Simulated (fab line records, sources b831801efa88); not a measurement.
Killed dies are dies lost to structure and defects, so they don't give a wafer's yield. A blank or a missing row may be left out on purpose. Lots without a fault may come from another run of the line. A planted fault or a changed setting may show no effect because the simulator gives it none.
fab line records | flow gf180mcu
record lots=12 wafers=36 last_day=34
route steps=602 shown HV_LDD@223 NSD@241 PSD@258
lots that met no fault: from a run of the same line without faults
start_h: hours from the record's first day to the start of the lot's first wafer shown | wait_h: hours since the lot's step before | " the same as in the row above | L1.1+2: a row that stands for several wafers | - no value, or no start given | * or withheld: withheld | < > ~ a bound
route shown NAME@n: a module of which the file shows steps, and the number in the route of the first | usual: mean/standard deviation of fault-free wafers | same: alike in all rows | chamber/n: place in a boat | sites: the reading at each site | _std_site: their standard deviation | _edge_site: outer sites' mean less inner sites' | radius_mm: how far each site lies from the wafer's centre | mask NAME#n: copy n | behind: the tool/chamber that last shaped the wafer | hold: why the lot was held/for how many hours/how that ended | device: the transistor (n, p or np) that didn't switch | end of line: the same wafers' tests at the end of the route | a step without rows: its recipe alone | killed: dies lost to structure and defects at the first sort, not the wafer's yield | map: a wafer's dies, x killed, . not, _ none there
set.NAME: the setting as run; set.NAME@STEP: as run at that earlier step | model.NAME: the simulator's own value behind a step, which no gauge read
steps of the route over a sample of lots; a table a step, a row a wafer
services: from which hour (start_h, from the record's first day; less than 0 if before it) a tool's chamber was out of use, for how many hours, and why
## steps
# step GF_HV_LDD_OVL_MEAS_47
# usual HV_LDD_03_OVL=0.9/1.7
# columns lot.wafer tool chamber start_h wait_h HV_LDD_03_OVL[nm]
L877.1 overlay-02 - 270.07 0.1 -1.5
L877.2 " - " " 0.6
L877.6 " - " " -0.2
L878.4 overlay-02 - 275.93 0.1 -1.1
L878.5 " - " " 1.5
L878.6 " - " " 0.5
L879.1 overlay-01 - 288.47 0.1 2.6
L879.2 " - " " 1.2
L879.5 " - " " 2.0
L883.2 overlay-01 - 319.72 0.1 1.9
L883.4 " - " " 0.4
L883.5 " - " " 1.0
L884.3 overlay-01 - 328.95 0.1 0.5
L884.4 " - " " 0.0
L884.5 " - " " -0.7
L887.2 overlay-02 - 365.08 0.1 -0.6
L887.5 " - " " -0.2
L887.6 " - " " -0.1
L891.2 overlay-01 - 389.57 0.1 2.6
L891.3 " - " " -1.3
L891.6 " - " " -1.4
L892.2 overlay-02 - 403.44 0.1 -2.9
L892.3 " - " " -1.5
L892.6 " - " " -1.5
L893.1 overlay-02 - 408.91 0.1 0.5
L893.2 " - " " -0.5
L893.3 " - " " 1.3
L896.1 overlay-01 - 431.28 0.1 2.9
L896.3 " - " " 2.3
L896.5 " - " " 3.1
L898.1 overlay-01 - 451.67 0.1 0.7
L898.2 " - " " 2.4
L898.6 " - " " 3.1
L899.2 overlay-02 - 454.43 0.1 -1.7
L899.4 " - " " -0.1
L899.5 " - " " 1.7
# step GF_HV_LDD_STRIP_49
# recipe chemistry=O2/N2 power_w=1400 pressure_mtorr=1500 platen_temp_c=250 o2_flow_sccm=3000 n2_flow_sccm=300 overash_fraction=0.5
# usual chamber_pressure_mTorr=1500.1/1.3 drypump_motor_current_A=5.9/0.38 heater_power_w=318/26 oes_product_au=0.715/0.0041 platen_temp_c=250.00/0.18 strip_time_to_endpoint_s=12.63/0.033
# columns lot.wafer tool chamber start_h wait_h chamber_pressure_mTorr drypump_motor_current_A heater_power_w oes_product_au platen_temp_c rf_hours_counter_h strip_time_to_endpoint_s
L877.1 plasma_asher-04 1 270.26 0.1 1500.1 5.5 314 0.724 249.98 13 12.61
L877.2 " 0 " " 1502.6 6.4 306 0.713 249.90 13 12.65
L877.6 " 0 " " 1499.3 6.4 301 0.713 250.00 - 12.61
L878.4 plasma_asher-04 0 276.14 0.1 1500.4 6.4 310 0.712 250.32 - 12.63
L878.5 " 1 " " 1499.8 5.5 321 0.714 249.56 - 12.65
L878.6 " 0 " " 1497.6 6.4 312 0.716 250.06 - 12.62
L879.1 plasma_asher-04 0 288.65 0.1 1500.7 6.4 307 0.711 249.95 14 12.71
L879.2 " 1 " " 1500.6 5.4 319 0.718 250.41 14 12.69
L879.5 " 0 " " 1499.5 6.4 305 0.710 249.86 - 12.67
L883.2 plasma_asher-02 0 319.90 0.1 1502.1 6.0 291 0.718 250.11 69 12.67
L883.4 " 0 " " 1500.7 6.0 286 0.714 250.13 - 12.66
L883.5 " 1 " " 1500.3 6.0 347 0.718 249.76 - 12.70
L884.3 plasma_asher-04 0 329.15 0.1 1498.4 6.4 307 0.718 249.94 - 12.65
L884.4 " 1 " " 1498.7 5.4 320 0.715 250.10 - 12.67
L884.5 " 1 " " 1497.8 5.5 318 0.712 250.12 - 12.66
L887.2 plasma_asher-02 0 365.26 0.1 1500.1 6.0 291 0.719 249.94 74 12.62
L887.5 " 1 " " 1498.3 6.0 344 0.718 249.64 - 12.60
L887.6 " 0 " " 1499.7 6.0 292 0.717 250.35 - 12.64
L891.2 plasma_asher-04 1 389.75 0.1 1500.3 5.4 317 0.711 250.15 24 12.60
L891.3 " 0 " " 1498.1 6.4 317 0.712 249.89 - 12.61
L891.6 " 0 " " 1499.2 6.4 306 0.716 250.28 - 12.64
L892.2 plasma_asher-04 1 403.62 0.1 1500.2 5.4 317 0.719 249.96 25 12.59
L892.3 " 1 " " 1502.0 5.5 315 0.718 250.17 - 12.61
L892.6 " 0 " " 1498.5 6.4 315 0.711 250.01 - 12.58
L893.1 plasma_asher-03 1 409.10 0.1 1500.4 5.4 288 0.711 250.30 82 12.60
L893.2 " 0 " " 1499.7 5.5 379 0.712 249.91 82 12.58
L893.3 " 0 " " 1498.8 5.5 373 0.715 250.21 - 12.61
L896.1 plasma_asher-04 0 431.47 0.1 1500.3 6.4 310 0.712 250.03 29 12.61
L896.3 " 1 " " 1498.9 5.4 304 0.712 249.78 - 12.55
L896.5 " 0 " " 1498.4 6.4 320 0.716 249.89 - 12.58
L898.1 plasma_asher-04 1 451.86 0.1 1499.8 5.5 316 0.712 249.66 31 12.62
L898.2 " 0 " " 1501.8 6.4 307 0.719 249.71 31 12.65
L898.6 " 0 " " 1500.0 6.4 318 0.721 249.99 - 12.64
L899.2 plasma_asher-02 1 454.61 0.1 1498.8 5.9 340 0.719 250.21 84 12.66
L899.4 " 0 " " 1499.9 6.0 285 0.712 250.06 - 12.60
L899.5 " 0 " " 1499.8 6.0 282 0.719 249.86 - 12.60
# step GF_NSD_DEVELOP_06
# recipe develop_time_s=60 dev_temp_c=23
# usual developer_temp_C=23.00/0.11
# columns lot.wafer tool chamber start_h wait_h developer_temp_C
L877.1 litho_track-01 0 292.92 0.1 22.73
L877.2 " 0 " " 22.94
L877.6 " 0 " " 23.03
L878.4 litho_track-01 0 298.69 0.1 23.19
L878.5 " 0 " " 23.13
L878.6 " 0 " " 23.00
L879.1 litho_track-03 0 311.97 0.1 23.13
L879.2 " 0 " " 23.10
L879.5 " 0 " " 23.21
L883.2 litho_track-04 0 343.72 0.1 23.00
L883.4 " 0 " " 22.96
L883.5 " 0 " " 22.98
L884.3 litho_track-01 0 353.56 0.1 22.93
L884.4 " 0 " " 22.83
L884.5 " 0 " " 23.02
L887.2 litho_track-03 0 389.95 0.1 22.96
L887.5 " 0 " " 23.01
L887.6 " 0 " " 22.98
L891.2 litho_track-04 0 415.32 0.1 22.93
L891.3 " 0 " " 22.93
L891.6 " 0 " " 22.98
L892.2 litho_track-03 0 431.40 0.1 22.87
L892.3 " 0 " " 22.87
L892.6 " 0 " " 22.77
L893.1 litho_track-03 0 436.02 0.1 22.91
L893.2 " 0 " " 22.95
L893.3 " 0 " " 22.91
L896.1 litho_track-04 0 458.09 0.1 23.08
L896.3 " 0 " " 23.19
L896.5 " 0 " " 23.05
L898.1 litho_track-03 0 478.82 0.1 23.04
L898.2 " 0 " " 23.03
L898.6 " 0 " " 22.95
L899.2 litho_track-04 0 481.47 0.1 23.14
L899.4 " 0 " " 23.12
L899.5 " 0 " " 22.99
# step GF_NSD_CD_MEAS_07
# recipe target_cd_nm=400
# usual cd_nm=399.3/2.3
# columns lot.wafer tool chamber start_h wait_h cd_nm
L877.1 cd_sem-02 - 293.07 0.1 398.4
L877.2 " - " " 399.6
L877.6 " - " " 396.8
L878.4 cd_sem-01 - 298.83 0.1 397.4
L878.5 " - " " 397.9
L878.6 " - " " 395.5
L879.1 cd_sem-02 - 312.12 0.1 404.4
L879.2 " - " " 402.8
L879.5 " - " " 403.3
L883.2 cd_sem-02 - 343.86 0.1 397.8
L883.4 " - " " 398.2
L883.5 " - " " 399.6
L884.3 cd_sem-02 - 353.70 0.1 397.5
L884.4 " - " " 398.6
L884.5 " - " " 398.5
L887.2 cd_sem-01 - 390.09 0.1 402.2
L887.5 " - " " 403.3
L887.6 " - " " 402.2
L891.2 cd_sem-02 - 415.46 0.1 397.9
L891.3 " - " " 399.4
L891.6 " - " " 400.3
L892.2 cd_sem-01 - 431.54 0.1 401.2
L892.3 " - " " 399.7
L892.6 " - " " 399.5
L893.1 cd_sem-02 - 436.17 0.1 401.2
L893.2 " - " " 400.6
L893.3 " - " " 400.3
L896.1 cd_sem-01 - 458.24 0.1 428.0
L896.3 " - " " 428.2
L896.5 " - " " 428.4
L898.1 cd_sem-02 - 478.97 0.1 399.4
L898.2 " - " " 399.1
L898.6 " - " " 397.6
L899.2 cd_sem-01 - 481.61 0.1 423.3
L899.4 " - " " 423.7
L899.5 " - " " 421.9
# step GF_PSD_STRIP_10
# recipe chemistry=O2/N2 power_w=1400 pressure_mtorr=1500 platen_temp_c=250 o2_flow_sccm=3000 n2_flow_sccm=300 overash_fraction=0.5
# usual chamber_pressure_mTorr=1500.1/1.3 drypump_motor_current_A=5.8/0.38 heater_power_w=324/29 oes_product_au=0.593/0.0044 platen_temp_c=250.02/0.19 strip_time_to_endpoint_s=16.53/0.038
# columns lot.wafer tool chamber start_h wait_h chamber_pressure_mTorr drypump_motor_current_A heater_power_w oes_product_au platen_temp_c rf_hours_counter_h strip_time_to_endpoint_s
L877.1 plasma_asher-04 1 314.96 0.1 1497.7 5.4 310 0.600 250.21 17 16.57
L877.2 " 0 " " 1498.9 6.4 317 0.592 249.96 17 16.58
L877.6 " 1 " " 1501.7 5.4 322 0.593 249.92 - 16.57
L878.4 plasma_asher-03 0 320.65 0.1 1500.3 5.5 372 0.589 249.81 - 16.53
L878.5 " 0 " " 1498.3 5.5 373 0.591 249.75 - 16.53
L878.6 " 1 " " 1500.2 5.5 296 0.593 250.22 - 16.56
L879.1 plasma_asher-03 0 333.16 0.1 1499.7 5.5 369 0.593 249.92 74 16.55
L879.2 " 1 " " 1500.1 5.5 286 0.596 249.99 74 16.58
L879.5 " 1 " " 1499.8 5.5 289 0.591 250.04 - 16.52
L883.2 plasma_asher-03 1 366.63 0.1 1501.8 5.4 291 0.591 250.12 78 16.48
L883.4 " 1 " " 1499.2 5.5 282 0.594 250.27 - 16.49
L883.5 " 0 " " 1500.1 5.5 374 0.591 249.99 - 16.48
L884.3 plasma_asher-04 1 376.35 0.1 1501.5 5.4 320 0.592 249.46 - 16.48
L884.4 " 0 " " 1499.6 6.4 316 0.594 249.85 - 16.51
L884.5 " 0 " " 1497.6 6.4 317 0.596 250.09 - 16.49
L887.2 plasma_asher-03 1 413.91 0.1 1500.6 5.5 284 0.589 250.03 83 16.52
L887.5 " 0 " " 1501.8 5.5 365 0.592 250.11 - 16.53
L887.6 " 1 " " 1499.6 5.5 286 0.587 249.98 - 16.53
L891.2 plasma_asher-03 1 440.77 0.1 1499.4 5.4 281 0.586 249.95 1 16.51
L891.3 " 0 " " 1500.5 5.5 370 0.594 250.16 - 16.54
L891.6 " 0 " " 1500.6 5.5 383 0.594 250.09 - 16.56
L892.2 plasma_asher-04 0 456.86 0.1 1500.7 6.4 313 0.595 250.39 31 16.59
L892.3 " 0 " " 1499.5 6.4 304 0.598 250.19 - 16.57
L892.6 " 0 " " 1498.7 6.4 309 0.592 250.09 - 16.58
L893.1 plasma_asher-01 0 461.36 0.1 1500.3 6.0 319 0.596 250.06 66 16.55
L893.2 " 1 " " 1500.8 6.2 318 0.590 250.19 66 16.50
L893.3 " 1 " " 1499.8 6.1 322 0.591 250.15 - 16.50
L896.1 plasma_asher-01 0 483.16 0.1 1501.5 6.0 318 0.601 249.84 69 16.58
L896.3 " 0 " " 1501.1 6.0 314 0.593 250.16 - 16.54
L896.5 " 1 " " 1500.7 6.2 319 0.594 249.89 - 16.55
L898.1 plasma_asher-01 0 502.56 0.1 1500.6 6.0 321 0.584 249.89 71 16.53
L898.2 " 1 " " 1499.3 6.2 314 0.591 249.97 71 16.56
L898.6 " 1 " " 1501.8 6.2 331 0.586 250.31 - 16.53
L899.2 plasma_asher-01 1 506.17 0.1 1497.9 6.2 327 0.588 249.97 71 16.51
L899.4 " 1 " " 1499.5 6.1 325 0.591 250.14 - 16.50
L899.5 " 1 " " 1497.9 6.1 325 0.585 250.04 - 16.51
## services
# columns tool chamber start_h hours kind
plasma_asher-03 - 262.51 2.7 repair
plasma_asher-03 - 265.25 2.8 pm
plasma_asher-04 - 280.19 1.0 repair
plasma_asher-03 - 288.81 4.3 pm
plasma_asher-04 - 305.82 1.7 repair
plasma_asher-01 - 311.74 3.1 repair
plasma_asher-04 - 371.69 3.0 repair
plasma_asher-04 - 382.52 2.7 repair
plasma_asher-03 - 421.25 9.0 pm
plasma_asher-03 0 421.25 9.0 vent_cycle
plasma_asher-03 1 421.25 9.0 vent_cycle
plasma_asher-03 0 430.25 - clean
plasma_asher-03 1 430.25 - clean
plasma_asher-02 - 466.79 1.6 repair
## key
first_sign step=GF_NSD_CD_MEAS_07 reading=cd_nm direction=up sigmas=12 usual=399.3 struck=425.6
effect none on later readings
met_at GF_NSD_DEVELOP_06
struck_lots L896,L899
tester_left_out L896,L899
not_acting_at GF_HV_LDD_OVL_MEAS_47,GF_HV_LDD_STRIP_49,GF_PSD_STRIP_10
onset_between 415.32 458.09
fault kind=process_parameter_drift tool=litho_track-04 chamber=- onset_h=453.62 steps=GF_NSD_DEVELOP_06 channel=develop_time_s offset=* shape=step end_h=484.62 acts_in=* stated=*
# tester_left_out: of these lots the tester's yield and bins aren't shown, on N5 and GAA mostly nor the transistor test; their killed dies are dies lost to structure and defects alone, not to doping, threshold or leakage, so they don't give the yield
